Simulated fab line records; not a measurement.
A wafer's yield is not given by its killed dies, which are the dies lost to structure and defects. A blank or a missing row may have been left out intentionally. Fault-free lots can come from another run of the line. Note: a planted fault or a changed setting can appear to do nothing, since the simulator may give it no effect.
fab line records	flow sky130
record: lots: 10	wafers: 28	last_day: 49
route steps=708 shown VT_ADJUST_NCORE@129 SONOS_TUNNEL@160 SONOS_ONO@181 PAD_OPEN@708
lots that met no fault: from a run of the same line without faults
start_h: the number of hours between the record's first day and the start of the first shown wafer of the lot	wait_h: time in hours since the lot's previous step	" same as the row above	L1.1+2: several wafers, shown together as one row	- no value present, or no start provided	* or withheld: withheld	< > ~ a bound
route shown NAME@n: a module of which the file shows steps, and the number in the route of the first	usual: mean and standard deviation over wafers with no fault	same: alike in all rows	chamber/n: place in a boat	sites: each site's reading	_std_site: the values' standard deviation	_edge_site: mean of outer sites minus mean of inner sites	radius_mm: for every site, how far away it sits from the centre of the wafer	mask NAME#n: copy n	behind: the most recent tool/chamber to have shaped the wafer	hold: why the lot was held/for how many hours/how that ended	device: which transistor (n, p or np) failed to switch	end of line: tests of these same wafers at the route's end	where a step has no rows: the recipe by itself	killed: at the first sort, the dies lost to defects and structure; wafer yield is something else	map: the dies of a wafer, with x for killed, . for not killed, _ for no die there
set.NAME: the setting as run; set.NAME@STEP: as run at that earlier step	model.NAME: the simulator's own value behind a step, which no gauge read
one table for each step of the route and one row for each wafer, over a sample of lots
services: when a tool's chamber went out of use (start_h, in hours from the record's first day, below 0 if earlier), for how many hours, and the reason
== steps ==
step: SKY_VT_ADJUST_NCORE_STRIP_10
recipe: chemistry: O2/N2	power_w: 1400	pressure_mtorr: 1500	platen_temp_c: withheld	o2_flow_sccm: 3000	n2_flow_sccm: 300	overash_fraction: 0.5
usual: chamber_pressure_mTorr: 1500.0/1.3	drypump_motor_current_A: 5.5/0.33	n2_flow_sccm: 299.9/1	o2_flow_sccm: 2999/9.4	oes_product_au: 0.716/0.0045	strip_time_to_endpoint_s: 14.16/0.038
lot.wafer	tool	chamber	start_h	wait_h	chamber_pressure_mTorr	drypump_motor_current_A	n2_flow_sccm	o2_flow_sccm	oes_product_au	rf_hours_counter_h	strip_time_to_endpoint_s
L612.1	plasma_asher-01	1	203.28	0.1	1501.2	5.6	300.4	2988	0.712	51	14.23
L612.2	"	0	"	"	1503.1	5.1	301.1	2989	0.713	51	14.19
L612.6	"	1	"	"	1499.9	5.5	301.0	3008	0.719	-	14.22
L613.2	plasma_asher-04	0	207.55	0.1	1498.5	6.1	299.2	3007	0.719	39	14.24
L613.4	"	1	"	"	1501.6	5.6	300.3	2994	0.718	-	14.22
L613.6	"	0	"	"	1500.4	6.1	299.2	3003	0.717	-	14.23
L614.3	plasma_asher-02	1	216.08	0.1	1501.5	5.2	302.3	2995	0.717	-	14.13
L614.4	"	0	"	"	1500.6	5.6	299.4	2995	0.716	-	14.17
L614.6	"	0	"	"	1501.1	5.6	298.7	3004	0.724	-	14.15
L616.1	plasma_asher-04	1	227.38	0.1	1498.7	5.7	299.4	3010	0.715	40	14.16
L616.3	"	0	"	"	1499.3	6.1	299.4	2983	0.717	-	14.15
L616.6	"	0	"	"	1499.5	6.1	300.5	2992	0.708	-	14.15
L617.1	plasma_asher-01	1	230.85	0.1	1500.5	5.5	299.9	2987	0.721	54	14.16
L617.4	"	1	"	"	1500.8	5.6	300.4	2993	0.713	-	14.14
L617.5	"	0	"	"	1500.3	5.1	300.9	3011	0.709	-	14.17
L620.1	plasma_asher-04	0	252.20	0.1	1500.3	6.1	300.7	3003	0.727	43	14.12
L626.1	plasma_asher-01	1	298.73	0.1	1499.2	5.6	300.5	2992	0.721	60	14.25
L626.5	"	0	"	"	1500.7	5.1	300.6	3007	0.715	-	14.20
L626.6	"	1	"	"	1499.8	5.6	300.3	3001	0.719	-	14.23
L629.3	plasma_asher-01	1	318.23	0.1	1498.1	5.6	301.8	2995	0.716	-	14.12
L629.4	"	0	"	"	1500.5	5.2	299.4	3008	0.717	-	14.11
L629.6	"	1	"	"	1500.6	5.6	299.9	2998	0.710	-	14.13
L630.3	plasma_asher-01	1	323.53	0.1	1500.8	5.6	299.0	2980	0.717	-	14.16
L630.4	"	0	"	"	1500.0	5.1	299.1	2996	0.721	-	14.18
L630.6	"	1	"	"	1500.2	5.6	300.5	2995	0.706	-	14.16
L631.1	plasma_asher-04	0	330.35	0.1	1500.4	6.1	301.0	2996	0.722	50	14.15
L631.5	"	1	"	"	1500.4	5.7	299.5	3015	0.726	-	14.14
L631.6	"	0	"	"	1503.3	6.1	299.4	2995	0.716	-	14.13
step: SKY_SONOS_TUNNEL_DEVELOP_06
recipe: resist: NOVOLAK	developer: TMAH	develop_time_s: 60	dev_temp_c: 23
usual: developer_temp_C: 23.01/0.1
lot.wafer	tool	chamber	start_h	wait_h	developer_temp_C
L612.1	litho_track-04	0	271.85	0.1	22.99
L612.2	"	0	"	"	22.98
L612.6	"	0	"	"	23.13
L613.2	litho_track-02	0	276.50	0.1	23.17
L613.4	"	0	"	"	23.08
L613.6	"	0	"	"	22.90
L614.3	litho_track-04	0	285.10	0.1	22.82
L614.4	"	0	"	"	23.15
L614.6	"	0	"	"	23.05
L616.1	litho_track-04	0	300.15	0.1	23.03
L616.3	"	0	"	"	22.97
L616.6	"	0	"	"	22.98
L617.1	litho_track-02	0	302.52	0.1	23.08
L617.4	"	0	"	"	22.99
L617.5	"	0	"	"	23.01
L620.1	litho_track-04	0	326.70	0.1	22.93
L626.1	litho_track-01	0	378.59	0.1	22.84
L626.5	"	0	"	"	22.88
L626.6	"	0	"	"	23.10
L629.3	litho_track-04	0	401.45	0.1	23.05
L629.4	"	0	"	"	23.20
L629.6	"	0	"	"	23.03
L630.3	litho_track-04	0	407.15	0.1	22.93
L630.4	"	0	"	"	22.83
L630.6	"	0	"	"	22.84
L631.1	litho_track-04	0	412.80	0.1	23.13
L631.5	"	0	"	"	23.02
L631.6	"	0	"	"	23.03
step: SKY_SONOS_TUNNEL_CD_MEAS_07
recipe: target_cd_nm: 410
usual: cd_nm: 409.3/2.2
lot.wafer	tool	chamber	start_h	wait_h	cd_nm
L612.1	cd_sem-01	-	272.00	0.1	407.6
L612.2	"	-	"	"	409.8
L612.6	"	-	"	"	410.8
L613.2	cd_sem-01	-	276.64	0.1	409.0
L613.4	"	-	"	"	410.5
L613.6	"	-	"	"	409.6
L614.3	cd_sem-02	-	285.24	0.1	407.1
L614.4	"	-	"	"	408.1
L614.6	"	-	"	"	409.2
L616.1	cd_sem-01	-	300.30	0.1	-
L616.3	"	-	"	"	409.4
L616.6	"	-	"	"	407.5
L617.1	cd_sem-01	-	302.67	0.1	409.7
L617.4	"	-	"	"	408.9
L617.5	"	-	"	"	408.7
L620.1	cd_sem-01	-	326.85	0.1	-
L626.1	cd_sem-01	-	378.74	0.1	406.0
L626.5	"	-	"	"	406.7
L626.6	"	-	"	"	408.6
L629.3	cd_sem-01	-	401.59	0.1	411.7
L629.4	"	-	"	"	414.5
L629.6	"	-	"	"	408.3
L630.3	cd_sem-01	-	407.29	0.1	411.0
L630.4	"	-	"	"	411.6
L630.6	"	-	"	"	410.7
L631.1	cd_sem-01	-	412.95	0.1	409.5
L631.5	"	-	"	"	409.8
L631.6	"	-	"	"	408.4
step: SKY_SONOS_TUNNEL_OVL_MEAS_08
usual: SONOS_TUNNEL_OVL: 0.8/1.7
lot.wafer	tool	chamber	start_h	wait_h	SONOS_TUNNEL_OVL[nm]
L612.1	overlay-01	-	272.12	0.1	2.2
L612.2	"	-	"	"	-0.1
L612.6	"	-	"	"	2.7
L613.2	overlay-02	-	276.75	0.1	0.2
L613.4	"	-	"	"	0.0
L613.6	"	-	"	"	-0.5
L614.3	overlay-02	-	285.33	0.1	0.4
L614.4	"	-	"	"	2.2
L614.6	"	-	"	"	0.3
L616.1	overlay-01	-	300.42	0.1	-
L616.3	"	-	"	"	4.2
L616.6	"	-	"	"	5.3
L617.1	overlay-01	-	302.79	0.1	0.4
L617.4	"	-	"	"	-1.3
L617.5	"	-	"	"	0.3
L620.1	overlay-02	-	326.97	0.1	-
L626.1	overlay-01	-	378.86	0.1	-1.7
L626.5	"	-	"	"	1.7
L626.6	"	-	"	"	-0.7
L629.3	overlay-01	-	401.68	0.1	1.2
L629.4	"	-	"	"	0.9
L629.6	"	-	"	"	1.7
L630.3	overlay-02	-	407.38	0.1	0.8
L630.4	"	-	"	"	1.3
L630.6	"	-	"	"	1.9
L631.1	overlay-02	-	413.07	0.1	1.0
L631.5	"	-	"	"	1.4
L631.6	"	-	"	"	0.1
step: SKY_SONOS_TUNNEL_TW_MEAS_12
usual: SONOS_TUNNEL_TW: 195.6/1.4
lot.wafer	tool	chamber	start_h	wait_h	hold	SONOS_TUNNEL_TW
L612.1	film_metro-03	-	272.57	0.0	-	197.8
L612.2	"	-	"	"	-	197.4
L612.6	"	-	"	"	-	197.1
L613.2	film_metro-02	-	277.20	0.0	-	196.7
L613.4	"	-	"	"	-	196.8
L613.6	"	-	"	"	-	196.3
L614.3	film_metro-03	-	285.79	0.0	-	196.9
L614.4	"	-	"	"	-	196.5
L614.6	"	-	"	"	-	196.8
L616.1	film_metro-02	-	300.87	0.0	await_dispo/0.2h/release	29.5
L616.3	"	-	"	"	await_dispo/0.2h/release	195.5
L616.6	"	-	"	"	await_dispo/0.2h/release	195.6
L616.1	film_metro-02	-	301.09	0.2	-	29.7
L616.3	"	-	"	"	-	195.5
L616.6	"	-	"	"	-	196.5
L617.1	film_metro-01	-	303.24	0.0	-	194.4
L617.4	"	-	"	"	-	194.3
L617.5	"	-	"	"	-	194.2
L620.1	film_metro-02	-	327.42	0.0	await_dispo/0.2h/release	29.7
L620.1	film_metro-02	-	327.65	0.2	-	29.6
L626.1	film_metro-03	-	379.31	0.0	-	194.2
L626.5	"	-	"	"	-	194.8
L626.6	"	-	"	"	-	195.4
L629.3	film_metro-02	-	402.17	0.1	-	195.6
L629.4	"	-	"	"	-	195.6
L629.6	"	-	"	"	-	195.0
L630.3	film_metro-03	-	407.83	0.0	-	195.4
L630.4	"	-	"	"	-	194.0
L630.6	"	-	"	"	-	195.8
L631.1	film_metro-03	-	413.55	0.0	-	195.8
L631.5	"	-	"	"	-	196.0
L631.6	"	-	"	"	-	196.2
step: SKY_SONOS_ONO_CD_MEAS_13
recipe: target_cd_nm: 410
usual: cd_nm: 409.7/2.3
lot.wafer	tool	chamber	start_h	wait_h	cd_nm
L612.1	cd_sem-01	-	302.97	0.1	410.6
L612.2	"	-	"	"	410.4
L612.6	"	-	"	"	408.9
L613.2	cd_sem-02	-	307.26	0.1	411.5
L613.4	"	-	"	"	411.7
L613.6	"	-	"	"	408.6
L614.3	cd_sem-01	-	338.78	0.1	410.6
L614.4	"	-	"	"	411.5
L614.6	"	-	"	"	411.5
L616.3	cd_sem-01	-	339.08	0.1	412.2
L616.6	"	-	"	"	415.0
L617.1	cd_sem-02	-	339.19	0.1	407.1
L617.4	"	-	"	"	407.3
L617.5	"	-	"	"	408.4
L626.1	cd_sem-02	-	413.12	0.1	410.1
L626.5	"	-	"	"	411.3
L626.6	"	-	"	"	410.6
L629.3	cd_sem-01	-	438.16	0.1	410.6
L629.4	"	-	"	"	412.3
L629.6	"	-	"	"	412.6
L630.3	cd_sem-02	-	443.18	0.1	409.6
L630.4	"	-	"	"	410.6
L630.6	"	-	"	"	409.1
L631.1	cd_sem-01	-	447.77	0.1	411.7
L631.5	"	-	"	"	409.6
L631.6	"	-	"	"	409.8
step: SKY_SONOS_ONO_STRIP_17
recipe: chemistry: O2/N2	power_w: 1400	pressure_mtorr: 1500	platen_temp_c: withheld	o2_flow_sccm: 3000	n2_flow_sccm: 300	overash_fraction: 0.5
usual: chamber_pressure_mTorr: 1500.1/1.4	drypump_motor_current_A: 5.5/0.4	n2_flow_sccm: 299.9/0.93	o2_flow_sccm: 3001/9.7	oes_product_au: 0.709/0.0045	strip_time_to_endpoint_s: 14.09/0.042
lot.wafer	tool	chamber	start_h	wait_h	chamber_pressure_mTorr	drypump_motor_current_A	n2_flow_sccm	o2_flow_sccm	oes_product_au	rf_hours_counter_h	strip_time_to_endpoint_s
L612.1	plasma_asher-03	1	303.23	0.0	1500.5	5.0	299.7	2992	0.708	18	14.07
L612.2	"	0	"	"	1499.4	5.4	299.6	3016	0.701	18	14.07
L612.6	"	1	"	"	1501.1	4.9	298.5	2987	0.716	-	14.03
L613.2	plasma_asher-01	0	307.50	0.0	1497.7	5.2	299.9	3015	0.713	61	14.07
L613.4	"	0	"	"	1500.7	5.1	300.5	3009	0.710	-	14.08
L613.6	"	1	"	"	1502.7	5.6	298.7	3000	0.709	-	14.04
L614.3	plasma_asher-04	1	339.04	0.0	1501.3	5.7	298.9	3014	0.711	-	14.09
L614.4	"	0	"	"	1499.2	6.1	301.4	2999	0.715	-	14.08
L614.6	"	1	"	"	1500.3	5.6	298.8	2989	0.712	-	14.07
L616.3	plasma_asher-03	0	339.35	0.0	1500.9	5.5	299.9	2983	0.713	-	14.05
L616.6	"	1	"	"	1500.4	4.9	299.4	3000	0.704	-	14.02
L617.1	plasma_asher-04	0	339.45	0.0	1500.9	6.2	300.7	2989	0.707	51	14.09
L617.4	"	0	"	"	1500.1	6.2	298.9	2994	0.713	-	14.03
L617.5	"	0	"	"	1501.1	6.2	301.1	3004	0.707	-	14.07
L626.1	plasma_asher-04	1	413.43	0.0	1499.1	5.6	300.2	3004	0.709	59	14.15
L626.5	"	1	"	"	1495.8	5.7	299.8	2997	0.704	-	14.11
L626.6	"	0	"	"	1498.1	6.2	299.1	2976	0.710	-	14.19
L629.3	plasma_asher-03	1	438.42	0.0	1500.4	4.9	299.4	3000	0.706	-	14.04
L629.4	"	0	"	"	1498.7	5.5	299.4	3000	0.712	-	14.09
L629.6	"	0	"	"	1498.4	5.4	298.2	3003	0.709	-	14.06
L630.3	plasma_asher-04	0	443.54	0.0	1501.1	6.1	300.2	3003	0.705	-	14.07
L630.4	"	1	"	"	1500.4	5.7	300.1	3003	0.707	-	14.07
L630.6	"	1	"	"	1500.4	5.7	300.2	2982	0.714	-	14.07
L631.1	plasma_asher-04	0	448.03	0.0	1499.9	6.1	300.7	2999	0.704	63	14.14
L631.5	"	1	"	"	1500.8	5.6	300.6	3000	0.716	-	14.16
L631.6	"	0	"	"	1500.8	6.1	300.5	3005	0.706	-	14.10
step: SKY_PAD_OPEN_PROBE_99
usual: killed_at_M0_to_M3: 43/6.5	killed_at_M4_up: 3.5/1.9	killed_at_contacts: 24/5.4	killed_at_front_end: 16/4.8	killed_at_other: 0.4/0.64	killed_dies: 87/9.4	killed_on_rim: 18/4.1	killed_open: 47/7	killed_short: 40/6.3
same: gross_dies: 492	killed_at_back_side: 0
lot.wafer	tool	chamber	start_h	wait_h	hold	killed_at_M0_to_M3	killed_at_M4_up	killed_at_contacts	killed_at_front_end	killed_at_other	killed_dies	killed_on_rim	killed_open	killed_short
L612.1	prober-01	-	1093.27	0.1	-	55	2	25	21	0	103	22	45	58
L612.2	prober-01	-	1093.32	0.1	-	44	3	22	16	0	85	20	45	40
L612.6	prober-01	-	1093.52	0.2	-	51	5	23	9	0	88	18	45	43
L613.2	prober-02	-	1094.92	0.1	-	45	1	28	22	1	97	15	52	45
L613.4	prober-02	-	1095.02	0.2	-	42	1	31	24	0	98	19	54	43
L613.6	prober-02	-	1095.12	0.2	-	41	0	25	21	0	87	21	45	42
L614.3	prober-01	-	1118.95	0.2	-	36	2	27	12	0	77	14	48	29
L614.4	prober-01	-	1119.00	0.2	-	41	4	22	16	0	83	19	46	37
L614.6	prober-01	-	1119.10	0.2	-	31	4	28	22	2	87	22	42	44
L617.1	prober-02	-	1121.41	0.1	-	40	9	26	18	1	94	19	53	41
L617.4	prober-02	-	1121.56	0.2	-	43	0	14	18	1	76	14	39	37
L617.5	prober-02	-	1121.61	0.2	-	42	4	12	16	3	77	10	41	36
L616.1	prober-01	-	1123.01	0.1	await_dispo/2.3h/release	33	4	31	424	0	492	96	53	34
L616.3	prober-01	-	1123.11	0.2	await_dispo/2.3h/release	37	2	22	23	0	84	20	41	41
L616.6	prober-01	-	1123.26	0.2	await_dispo/2.3h/release	42	2	18	10	0	72	8	42	29
L620.1	prober-01	-	1143.31	0.1	await_dispo/1.6h/release	45	3	27	416	1	492	96	38	47
L626.1	prober-02	-	1165.10	0.1	-	47	6	31	21	0	105	26	62	43
L626.5	prober-02	-	1165.30	0.2	-	37	5	22	15	0	79	15	45	34
L626.6	prober-02	-	1165.35	0.2	-	41	3	22	16	0	82	14	53	29
L629.3	prober-01	-	1179.64	0.2	-	55	2	27	17	0	101	19	60	41
L629.4	prober-01	-	1179.69	0.2	-	34	4	26	15	0	79	12	46	31
L629.6	prober-01	-	1179.79	0.2	-	51	4	26	9	0	90	16	56	34
L630.3	prober-02	-	1181.49	0.2	-	48	5	24	10	0	87	18	41	46
L630.4	prober-02	-	1181.54	0.2	-	51	5	32	17	0	105	24	63	42
L630.6	prober-02	-	1181.64	0.2	-	41	2	25	16	0	84	18	44	40
L631.1	prober-01	-	1184.38	0.1	-	37	4	23	15	1	80	15	41	39
L631.5	prober-01	-	1184.58	0.2	-	46	3	22	16	1	88	26	43	43
L631.6	prober-01	-	1184.63	0.2	-	26	4	30	20	0	80	13	44	36
killed by level:class
L612.1 VIA1:geometric_particle:short=11 VIA1:geometric_particle:open=10 CONTACT:geometric_particle:open=9 POLY_GATE:geometric_particle:short=8 VIA2:geometric_particle:open=6 METAL3:geometric_particle:short=6 CONTACT:geometric_particle:short=6 VIA3:geometric_particle:open=6
L612.2 CONTACT:geometric_particle:open=8 METAL1:geometric_particle:short=8 VIA1:geometric_particle:open=8 VIA3:geometric_particle:open=7 CONTACT:geometric_particle:short=5 LI_CONTACT:geometric_particle:open=4 LOCAL_INTERCONNECT:geometric_particle:short=4 VIA1:geometric_particle:short=4
L612.6 VIA1:geometric_particle:open=12 CONTACT:geometric_particle:open=9 METAL1:geometric_particle:short=7 VIA2:geometric_particle:open=7 CONTACT:geometric_particle:short=6 VIA3:geometric_particle:open=6 VIA1:geometric_particle:short=5 FIELD_ISO:geometric_particle:short=4
L613.2 VIA3:geometric_particle:open=11 LI_CONTACT:geometric_particle:open=8 VIA1:geometric_particle:open=8 CONTACT:geometric_particle:open=7 METAL1:geometric_particle:short=7 FIELD_ISO:geometric_particle:open=6 CONTACT:geometric_particle:short=6 LOCAL_INTERCONNECT:geometric_particle:short=5
L613.4 LI_CONTACT:geometric_particle:open=12 CONTACT:geometric_particle:open=12 METAL2:geometric_particle:short=9 POLY_GATE:geometric_particle:short=8 VIA2:geometric_particle:short=7 VIA2:geometric_particle:open=6 FIELD_ISO:geometric_particle:open=5 VIA1:geometric_particle:open=5
L613.6 LI_CONTACT:geometric_particle:open=9 CONTACT:geometric_particle:short=8 POLY_GATE:geometric_particle:short=6 METAL2:geometric_particle:short=6 VIA2:geometric_particle:open=6 FIELD_ISO:geometric_particle:short=5 POLY_GATE:geometric_particle:open=5 VIA1:geometric_particle:open=5
L614.3 CONTACT:geometric_particle:open=13 VIA3:geometric_particle:open=10 VIA1:geometric_particle:open=9 LOCAL_INTERCONNECT:geometric_particle:short=7 LI_CONTACT:geometric_particle:open=4 METAL1:geometric_particle:short=4 METAL3:geometric_particle:short=4 SONOS_ONO:geometric_particle:open=3
L614.4 CONTACT:geometric_particle:open=10 VIA2:geometric_particle:open=8 METAL2:geometric_particle:short=7 VIA3:geometric_particle:open=7 POLY_GATE:geometric_particle:open=4 LOCAL_INTERCONNECT:geometric_particle:short=4 VIA1:geometric_particle:short=4 VIA1:geometric_particle:open=4
L614.6 CONTACT:geometric_particle:open=11 FIELD_ISO:geometric_particle:short=6 LI_CONTACT:geometric_particle:open=6 FIELD_ISO:geometric_particle:open=5 CONTACT:geometric_particle:short=5 METAL2:geometric_particle:short=5 VIA2:geometric_particle:open=5 METAL3:geometric_particle:short=5
L617.1 LI_CONTACT:geometric_particle:open=11 VIA1:geometric_particle:open=11 VIA2:geometric_particle:open=9 METAL4:geometric_particle:short=6 POLY_GATE:geometric_particle:short=5 FIELD_ISO:geometric_particle:open=4 LI_CONTACT:geometric_particle:short=4 LOCAL_INTERCONNECT:geometric_particle:short=4
L617.4 VIA1:geometric_particle:open=11 VIA2:geometric_particle:open=9 METAL2:geometric_particle:short=8 FIELD_ISO:geometric_particle:short=5 LI_CONTACT:geometric_particle:open=5 FIELD_ISO:geometric_particle:open=4 LI_CONTACT:geometric_particle:short=4 METAL1:geometric_particle:short=4
L617.5 VIA1:geometric_particle:open=16 FIELD_ISO:geometric_particle:short=6 VIA1:geometric_particle:short=6 FIELD_ISO:geometric_particle:open=5 POLY_GATE:geometric_particle:short=3 LI_CONTACT:geometric_particle:open=3 LOCAL_INTERCONNECT:geometric_particle:short=3 CONTACT:geometric_particle:open=3
L616.1 SONOS_TUNNEL:area_develop=403 CONTACT:geometric_particle:open=11 VIA1:geometric_particle:open=9 VIA2:geometric_particle:open=7 VIA3:geometric_particle:open=7 FIELD_ISO:geometric_particle:open=6 LI_CONTACT:geometric_particle:open=6 LI_CONTACT:geometric_particle:short=5
L616.3 VIA1:geometric_particle:open=9 CONTACT:geometric_particle:open=8 METAL1:geometric_particle:short=8 FIELD_ISO:geometric_particle:short=7 CONTACT:geometric_particle:short=6 VIA3:geometric_particle:open=5 POLY_GATE:geometric_particle:short=4 LI_CONTACT:geometric_particle:open=4
L616.6 VIA1:geometric_particle:open=11 METAL1:geometric_particle:short=9 LI_CONTACT:geometric_particle:open=7 VIA2:geometric_particle:open=7 CONTACT:geometric_particle:open=6 METAL2:geometric_particle:short=4 LI_CONTACT:geometric_particle:short=3 VIA3:geometric_particle:open=3
L620.1 SONOS_TUNNEL:area_develop=406 VIA1:geometric_particle:open=9 VIA2:geometric_particle:open=8 LOCAL_INTERCONNECT:geometric_particle:short=8 FIELD_ISO:geometric_particle:short=6 CONTACT:geometric_particle:open=6 VIA3:geometric_particle:open=6 LI_CONTACT:geometric_particle:open=5
L626.1 VIA1:geometric_particle:open=14 CONTACT:geometric_particle:open=11 LI_CONTACT:geometric_particle:open=9 FIELD_ISO:geometric_particle:open=7 VIA3:geometric_particle:open=7 FIELD_ISO:geometric_particle:short=6 CONTACT:geometric_particle:short=6 VIA1:geometric_particle:short=5
L626.5 CONTACT:geometric_particle:open=8 VIA1:geometric_particle:open=8 VIA2:geometric_particle:open=6 VIA3:geometric_particle:open=6 POLY_GATE:geometric_particle:open=5 CONTACT:geometric_particle:short=5 VIA2:geometric_particle:short=4 METAL4:geometric_particle:short=4
L626.6 VIA1:geometric_particle:open=15 LI_CONTACT:geometric_particle:open=10 VIA3:geometric_particle:open=8 POLY_GATE:geometric_particle:open=6 CONTACT:geometric_particle:open=6 METAL2:geometric_particle:short=4 VIA1:geometric_particle:short=4 VIA3:geometric_particle:short=4
L629.3 VIA1:geometric_particle:open=19 VIA3:geometric_particle:open=10 LI_CONTACT:geometric_particle:open=9 VIA3:geometric_particle:short=8 FIELD_ISO:geometric_particle:open=6 CONTACT:geometric_particle:open=6 METAL2:geometric_particle:short=6 POLY_GATE:geometric_particle:short=4
L629.4 VIA1:geometric_particle:open=12 LI_CONTACT:geometric_particle:open=6 VIA3:geometric_particle:open=6 LI_CONTACT:geometric_particle:short=5 LOCAL_INTERCONNECT:geometric_particle:short=5 CONTACT:geometric_particle:short=5 VIA2:geometric_particle:open=5 POLY_GATE:geometric_particle:short=4
L629.6 VIA1:geometric_particle:open=11 VIA2:geometric_particle:open=10 LI_CONTACT:geometric_particle:open=8 CONTACT:geometric_particle:open=8 VIA3:geometric_particle:open=8 METAL1:geometric_particle:short=7 METAL2:geometric_particle:short=5 FIELD_ISO:geometric_particle:open=4
L630.3 VIA1:geometric_particle:open=11 METAL2:geometric_particle:short=7 LI_CONTACT:geometric_particle:open=7 VIA1:geometric_particle:short=7 CONTACT:geometric_particle:open=6 METAL3:geometric_particle:short=5 METAL1:geometric_particle:short=5 VIA2:geometric_particle:open=4
L630.4 CONTACT:geometric_particle:open=16 VIA1:geometric_particle:open=9 METAL2:geometric_particle:short=8 VIA2:geometric_particle:open=8 POLY_GATE:geometric_particle:open=7 FIELD_ISO:geometric_particle:open=6 METAL1:geometric_particle:short=6 VIA3:geometric_particle:open=6
L630.6 LI_CONTACT:geometric_particle:open=8 VIA2:geometric_particle:open=8 CONTACT:geometric_particle:open=7 METAL2:geometric_particle:short=7 METAL1:geometric_particle:short=5 VIA1:geometric_particle:open=5 FIELD_ISO:geometric_particle:open=4 LOCAL_INTERCONNECT:geometric_particle:short=4
L631.1 CONTACT:geometric_particle:open=8 VIA1:geometric_particle:open=6 VIA2:geometric_particle:open=6 VIA3:geometric_particle:open=6 LI_CONTACT:geometric_particle:short=5 LI_CONTACT:geometric_particle:open=5 VIA3:geometric_particle:short=5 POLY_GATE:geometric_particle:open=4
L631.5 VIA1:geometric_particle:open=13 METAL1:geometric_particle:short=8 VIA3:geometric_particle:open=8 FIELD_ISO:geometric_particle:short=6 LI_CONTACT:geometric_particle:open=6 CONTACT:geometric_particle:open=6 METAL3:geometric_particle:short=5 FIELD_ISO:geometric_particle:open=4
L631.6 LOCAL_INTERCONNECT:geometric_particle:short=10 CONTACT:geometric_particle:open=10 VIA1:geometric_particle:open=8 LI_CONTACT:geometric_particle:open=7 VIA2:geometric_particle:open=6 FIELD_ISO:geometric_particle:short=5 FIELD_ISO:geometric_particle:open=5 POLY_GATE:geometric_particle:short=5
== services ==
tool	chamber	start_h	hours	kind
plasma_asher-04	-	223.91	1.5	repair
plasma_asher-01	-	249.75	5.9	repair
plasma_asher-03	-	285.26	2.8	pm
plasma_asher-01	-	311.74	1.2	repair
plasma_asher-01	-	324.63	8.0	repair
plasma_asher-02	-	386.98	3.1	repair
plasma_asher-01	-	421.25	9.0	pm
plasma_asher-01	0	421.25	9.0	vent_cycle
plasma_asher-01	1	421.25	9.0	vent_cycle
plasma_asher-02	-	421.50	2.8	pm
plasma_asher-01	0	430.25	-	clean
plasma_asher-01	1	430.25	-	clean
== key ==
first_sign: step: SKY_SONOS_TUNNEL_CD_MEAS_07	reading: cd_nm	direction: missing
effect: step: SKY_SONOS_TUNNEL_OVL_MEAS_08	reading: SONOS_TUNNEL_OVL	direction: missing
effect: step: SKY_SONOS_TUNNEL_TW_MEAS_12	reading: visit	direction: added
effect: step: SKY_SONOS_TUNNEL_TW_MEAS_12	reading: SONOS_TUNNEL_TW	direction: down	sigmas: 99+	usual: 195.6	struck: 29.6
effect: step: SKY_PAD_OPEN_PROBE_99	reading: killed_at_front_end	direction: up	sigmas: 85	usual: 16	struck: 420
more_kills_born_at: SKY_SONOS_TUNNEL_DEVELOP_06@litho_track-04: 809
met_at SKY_SONOS_TUNNEL_DEVELOP_06
struck_lots L616,L620
struck_wafers L616.1,L620.1
later_rows_left_out L616.1,L620.1
tester_left_out L616,L620
not_acting_at SKY_VT_ADJUST_NCORE_STRIP_10,SKY_SONOS_ONO_CD_MEAS_13,SKY_SONOS_ONO_STRIP_17
onset_between 285.10 300.15
fault: kind: process_parameter_drift	tool: litho_track-04	chamber: -	onset_h: 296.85	steps: SKY_SONOS_TUNNEL_DEVELOP_06	channel: develop_time_s	offset: *	shape: step	end_h: 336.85	scope: struck_wafers_only	acts_in: *	stated: *
tester_left_out: of these lots the tester's yield and bins aren't shown, on N5 and GAA mostly nor the transistor test; their killed dies are dies lost to structure and defects alone, not to doping, threshold or leakage, so they don't give the yield
later_rows_left_out: the simulator's readings of these wafers behind a module that went badly wrong aren't trusted and aren't shown, but for the sort
